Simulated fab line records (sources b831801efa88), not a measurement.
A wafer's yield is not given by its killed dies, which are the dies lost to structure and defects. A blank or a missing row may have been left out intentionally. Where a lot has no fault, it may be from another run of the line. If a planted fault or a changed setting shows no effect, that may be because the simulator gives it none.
Which tool did it? | flow gf180mcu | 72 wafers from 24 lots sampled at 5 of the route's 602 steps

WHAT EACH GAUGE READ, for each wafer
GF_SALICIDE_THK_MEAS_05: measures by xrf. Usual: for SALICIDE_TIN_THK the level is 20.03 nm and the standard deviation is 0.22.
lot  | measured     | on            | SALICIDE_TIN_THK (nm) | flag
L074 | day 15 04:20 | film_metro-02 | 20.36 20.17 20.25     |
L075 | day 15 11:21 | film_metro-02 | 19.61 19.74 19.52     |
L076 | day 15 19:45 | film_metro-04 | 19.62 19.75 19.80     |
L077 | day 15 22:57 | film_metro-02 | 20.35 20.01 20.53     |
L078 | day 16 09:14 | film_metro-04 | 19.95 20.13 19.96     |
L079 | day 16 17:16 | film_metro-04 | 20.57 20.12 20.32     |
L080 | day 17 00:34 | film_metro-01 | 19.54 19.96 19.89     |
L081 | day 17 13:23 | film_metro-04 | 19.90 19.96 20.00     |
L082 | day 17 20:04 | film_metro-01 | 20.06 20.11 20.03     |
L083 | day 18 04:49 | film_metro-02 | 20.06 20.09 20.20     |
L084 | day 18 14:04 | film_metro-04 | 20.39 20.21 20.29     |
L085 | day 19 01:49 | film_metro-04 | 20.27 19.94 20.19     |
L086 | day 19 08:26 | film_metro-04 | 20.01 20.02 20.09     |
L087 | day 19 12:19 | film_metro-02 | 20.31 20.00 19.93     |
L088 | day 20 06:51 | film_metro-04 | 20.02 19.87 20.01     |
L089 | day 20 19:39 | film_metro-02 | 19.82 20.10 19.89     |
L090 | day 20 23:23 | film_metro-02 | 19.92 19.88 19.94     |
L091 | day 21 17:29 | film_metro-02 | 20.27 20.23 20.26     |
L092 | day 21 22:50 | film_metro-02 | 20.34 20.11 20.29     |
L093 | day 22 10:58 | film_metro-01 | 19.90 19.53 19.76     |
L095 | day 22 12:54 | film_metro-02 | 20.38 20.35 20.49     |
L094 | day 22 13:50 | film_metro-02 | 20.06 20.20 20.24     |
L096 | day 22 23:09 | film_metro-02 | 19.92 19.98 20.03     |
L097 | day 23 08:55 | film_metro-01 | 19.99 19.62 19.92     |

GF_CONTACT_OVL_MEAS_15. Usual: for CONTACT_OVL the level is 1 nm and the standard deviation is 5.5.
lot  | measured     | on         | CONTACT_OVL (nm) | flag
L074 | day 16 02:34 | overlay-01 | -4 -5 -5         |
L075 | day 16 10:25 | overlay-02 | 4 1 8            |
L076 | day 16 18:48 | overlay-02 | 3 4 4            |
L077 | day 16 22:16 | overlay-02 | -3 -7 -6         |
L078 | day 17 09:11 | overlay-01 | -4 -2 0          |
L079 | day 17 17:55 | overlay-01 | -2 2 5           |
L080 | day 18 00:29 | overlay-01 | 2 6 5            |
L081 | day 18 13:18 | overlay-01 | -1 1 -1          |
L082 | day 18 20:20 | overlay-01 | 5 1 6            |
L083 | day 19 06:45 | overlay-01 | -1 3 0           |
L084 | day 19 15:25 | overlay-02 | 1 3 -4           |
L085 | day 20 03:51 | overlay-01 | -3 1 -1          |
L086 | day 20 09:30 | overlay-01 | 5 3 8            |
L087 | day 20 14:24 | overlay-01 | 0 5 -1           |
L088 | day 21 07:36 | overlay-01 | 2 1 5            |
L089 | day 21 20:08 | overlay-02 | 8 1 10           |
L090 | day 22 00:41 | overlay-01 | 11 3 3           |
L091 | day 22 17:26 | overlay-01 | 1 -8 -6          |
L092 | day 22 22:56 | overlay-01 | 1 9 0            |
L093 | day 23 10:26 | overlay-01 | 0 3 6            |
L095 | day 23 12:39 | overlay-01 | 2 11 11          |
L094 | day 23 13:08 | overlay-01 | -11 -6 -12       |
L096 | day 23 22:23 | overlay-01 | 5 4 2            |
L097 | day 24 08:20 | overlay-01 | -1 2 1           |

GF_V2_RS_MEAS_24: uses a four-point probe to measure. Usual: for V2_W_RS the level is 0.326 ohm/sq and the standard deviation is 0.0039.
lot  | measured     | on            | V2_W_RS (ohm/sq)  | flag
L074 | day 20 09:08 | film_metro-02 | 0.330 0.327 0.329 |
L075 | day 20 16:05 | film_metro-01 | 0.327 0.328 0.327 |
L076 | day 21 01:46 | film_metro-03 | 0.325 0.328 0.324 |
L077 | day 21 05:17 | film_metro-03 | 0.328 0.327 0.326 |
L078 | day 21 14:24 | film_metro-03 | 0.321 0.321 0.324 |
L079 | day 22 01:50 | film_metro-01 | 0.329 0.321 0.327 |
L080 | day 22 07:46 | film_metro-03 | 0.329 0.328 0.326 |
L081 | day 22 19:18 | film_metro-02 | 0.330 0.329 0.332 |
L082 | day 23 03:05 | film_metro-02 | 0.324 0.325 0.325 |
L083 | day 23 11:54 | film_metro-02 | 0.329 0.327 0.327 |
L084 | day 23 19:11 | film_metro-03 | 0.323 0.320 0.317 |
L085 | day 24 05:31 | film_metro-02 | 0.329 0.329 0.332 |
L086 | day 24 12:55 | film_metro-01 | 0.328 0.328 0.329 |
L087 | day 24 17:08 | film_metro-02 | 0.322 0.323 0.321 |
L088 | day 25 09:38 | film_metro-01 | 0.323 0.319 0.323 |
L089 | day 25 20:26 | film_metro-03 | 0.321 0.321 0.327 |
L090 | day 26 01:02 | film_metro-01 | 0.318 0.321 0.323 |
L091 | day 26 16:02 | film_metro-02 | 0.326 0.332 0.328 |
L092 | day 26 22:38 | film_metro-02 | 0.328 0.328 0.321 |
L093 | day 27 07:10 | film_metro-01 | 0.325 0.331 0.324 |
L095 | day 27 09:53 | film_metro-01 | 0.324 0.324 0.330 |
L094 | day 27 10:17 | film_metro-02 | 0.323 0.327 0.325 |
L096 | day 27 20:07 | film_metro-01 | 0.327 0.325 0.333 |
L097 | day 28 03:36 | film_metro-01 | 0.330 0.332 0.330 |

EACH LOT AND THE TOOL THAT RAN IT (in order: tool; ch and the chambers of the sampled wafers; start)
lot  | GF_STI_CMP_25                | GF_CONTACT_ETCH_16
L074 | cmp-02 ch 1,2,3, day 2 08:02 | rie_diel-02 ch 0,1,3, day 16 02:35
L075 | cmp-01 ch 0,1,2, day 2 10:32 | rie_diel-02 ch 1,3, day 16 10:28
L076 | cmp-01 ch 0,3, day 2 15:16   | rie_diel-02 ch 0,1, day 16 18:50
L077 | cmp-01 ch 0,2,3, day 2 18:50 | rie_diel-03 ch 0,2, day 16 22:17
L078 | cmp-02 ch 0,1,3, day 3 00:04 | rie_diel-02 ch 0,1,2, day 17 09:13
L079 | cmp-01 ch 1,2,3, day 3 04:59 | rie_diel-02 ch 0,1, day 17 17:56
L080 | cmp-01 ch 0,1, day 3 10:37   | rie_diel-03 ch 0,3, day 18 00:31
L081 | cmp-01 ch 1,2, day 3 15:50   | rie_diel-03 ch 2,3, day 18 13:20
L082 | cmp-01 ch 0,1,2, day 3 21:17 | rie_diel-01 ch 1,2, day 18 20:22
L083 | cmp-01 ch 0,1,3, day 4 03:56 | rie_diel-01 ch 0,1, day 19 06:47
L084 | cmp-02 ch 1,2,3, day 4 06:58 | rie_diel-01 ch 0,1,2, day 19 15:26
L085 | cmp-02 ch 1,2,3, day 4 13:58 | rie_diel-02 ch 0,1,2, day 20 03:53
L086 | cmp-02 ch 0,1, day 4 18:03   | rie_diel-03 ch 1,2,3, day 20 09:32
L087 | cmp-01 ch 2,3, day 4 21:49   | rie_diel-03 ch 1,2,3, day 20 14:26
L088 | cmp-01 ch 1,2, day 5 05:03   | rie_diel-03 ch 0,3, day 21 07:38
L089 | cmp-01 ch 1,2,3, day 5 11:58 | rie_diel-02 ch 0,1,2, day 21 20:10
L090 | cmp-02 ch 0,3, day 5 15:44   | rie_diel-03 ch 0,1,3, day 22 00:43
L091 | cmp-02 ch 1,2,3, day 6 00:12 | rie_diel-02 ch 1,2, day 22 17:28
L092 | cmp-02 ch 0,1,2, day 6 02:38 | rie_diel-02 ch 0,1,3, day 22 22:58
L093 | cmp-01 ch 0,1,2, day 6 12:11 | rie_diel-03 ch 0,1,3, day 23 10:28
L095 | cmp-01 ch 0,1,3, day 6 17:43 | rie_diel-02 ch 0,2, day 23 12:41
L094 | cmp-02 ch 1,2,3, day 6 17:46 | rie_diel-01 ch 1,2,3, day 23 13:10
L096 | cmp-01 ch 0,1, day 6 22:46   | rie_diel-03 ch 0,1,2, day 23 22:25
L097 | cmp-01 ch 1,2, day 7 05:29   | rie_diel-02 ch 0,3, day 24 08:22
- GF_STI_CMP_25: polishes, stops on Si3N4, t overpolish 33 s, target thk 524.6 nm.
- GF_CONTACT_ETCH_16: etches BARC in N2/H2.

AS READ BY THE TOOLS THEMSELVES (means over the sampled wafers that have a number; for cases with no such wafer, the mark the record gives instead)
GF_STI_CMP_25. Usual: motor_current_A 12.1 A, standard deviation 1.3; overpolish_run_s 33.000 s, standard deviation 0.0097; time_to_endpoint_s 124 s, standard deviation 4.3.
lot  | tool   | motor_current_A (A) | overpolish_run_s (s) | time_to_endpoint_s (s) | flag
L074 | cmp-02 | 12.5                | 32.996               | 121                    |
L075 | cmp-01 | 11.4                | 32.992               | 122                    |
L076 | cmp-01 | 12.4                | 33.003               | 128                    |
L077 | cmp-01 | 11.8                | 33.012               | 123                    |
L078 | cmp-02 | 12.5                | 32.998               | 126                    |
L079 | cmp-01 | 11.7                | 32.999               | 125                    |
L080 | cmp-01 | 11.1                | 33.009               | 128                    |
L081 | cmp-01 | 10.7                | 32.991               | 125                    |
L082 | cmp-01 | 11.5                | 32.990               | 127                    |
L083 | cmp-01 | 11.7                | 32.996               | 127                    |
L084 | cmp-02 | 12.6                | 33.003               | 125                    |
L085 | cmp-02 | 12.7                | 33.003               | 125                    |
L086 | cmp-02 | 12.4                | 33.003               | 120                    |
L087 | cmp-01 | 11.4                | 32.998               | 126                    |
L088 | cmp-01 | 10.6                | 32.994               | 122                    |
L089 | cmp-01 | 11.5                | 32.998               | 120                    |
L090 | cmp-02 | 13.2                | 33.005               | 125                    |
L091 | cmp-02 | 12.7                | 33.012               | 121                    |
L092 | cmp-02 | 13.0                | 32.999               | 124                    |
L093 | cmp-01 | 11.3                | 32.994               | 122                    |
L095 | cmp-01 | 11.9                | 33.002               | 122                    |
L094 | cmp-02 | 12.6                | 32.994               | 127                    |
L096 | cmp-01 | 10.9                | 33.006               | 125                    |
L097 | cmp-01 | 10.6                | 33.012               | 123                    |

GF_CONTACT_ETCH_16. Usual: drypump_motor_current_A 5.9 A, standard deviation 0.43; h2_flow_sccm 200.0 sccm, standard deviation 0.52; oes_product_au 0.855 a.u., standard deviation 0.0048; throttle_valve_pct 13.223 %, standard deviation 0.0092.
lot  | tool        | drypump_motor_current_A (A) | h2_flow_sccm (sccm) | oes_product_au (a.u.) | throttle_valve_pct (%) | flag
L074 | rie_diel-02 | 5.6                         | 200.0               | 0.853                 | 13.219                 |
L075 | rie_diel-02 | 5.3                         | 199.9               | 0.857                 | 13.223                 |
L076 | rie_diel-02 | 5.7                         | 199.7               | 0.857                 | 13.219                 |
L077 | rie_diel-03 | 5.7                         | 200.2               | 0.858                 | 13.222                 |
L078 | rie_diel-02 | 6.0                         | 200.3               | 0.858                 | 13.233                 |
L079 | rie_diel-02 | 5.9                         | 200.0               | 0.855                 | 13.237                 |
L080 | rie_diel-03 | 6.2                         | 200.3               | 0.856                 | 13.223                 |
L081 | rie_diel-03 | 6.1                         | 200.1               | 0.851                 | 13.219                 |
L082 | rie_diel-01 | 5.6                         | 200.1               | 0.855                 | 13.230                 |
L083 | rie_diel-01 | 5.7                         | 200.1               | 0.851                 | 13.217                 |
L084 | rie_diel-01 | 5.7                         | 200.4               | 0.856                 | 13.221                 |
L085 | rie_diel-02 | 6.0                         | 199.9               | 0.858                 | 13.228                 |
L086 | rie_diel-03 | 6.0                         | 199.5               | 0.856                 | 13.219                 |
L087 | rie_diel-03 | 6.0                         | 199.8               | 0.858                 | 13.226                 |
L088 | rie_diel-03 | 6.2                         | 200.1               | 0.859                 | 13.232                 |
L089 | rie_diel-02 | 6.0                         | 199.7               | 0.851                 | 13.229                 |
L090 | rie_diel-03 | 6.1                         | 200.2               | 0.854                 | 13.221                 |
L091 | rie_diel-02 | 6.1                         | 199.5               | 0.857                 | 13.235                 |
L092 | rie_diel-02 | 5.6                         | 200.2               | 0.857                 | 13.223                 |
L093 | rie_diel-03 | 6.1                         | 200.0               | 0.855                 | 13.229                 |
L095 | rie_diel-02 | 6.3                         | 199.8               | 0.855                 | 13.230                 |
L094 | rie_diel-01 | 5.9                         | 200.5               | 0.857                 | 13.217                 |
L096 | rie_diel-03 | 5.8                         | 200.1               | 0.857                 | 13.221                 |
L097 | rie_diel-02 | 5.6                         | 199.7               | 0.854                 | 13.225                 |

THE ANSWER, worked out from the rows above alone
Rule: a lot counts as off when the mean over its wafers that have a number is more than 3 standard deviations away from the usual mean. A lot without any number at a reading at which 4 lots or more have one is off too. All remaining lots with rows at the step are treated as sound. The gauges are gone through in route order, then the tools' own readings, and for those a lot's mean is taken as printed above. The first step at which some lot is off is used, and at that step the reading that is off furthest; a lot without a number counts as furthest.
Nothing can be told from this: no lot is off at any reading shown.

WHAT THE SIMULATOR PUT IN
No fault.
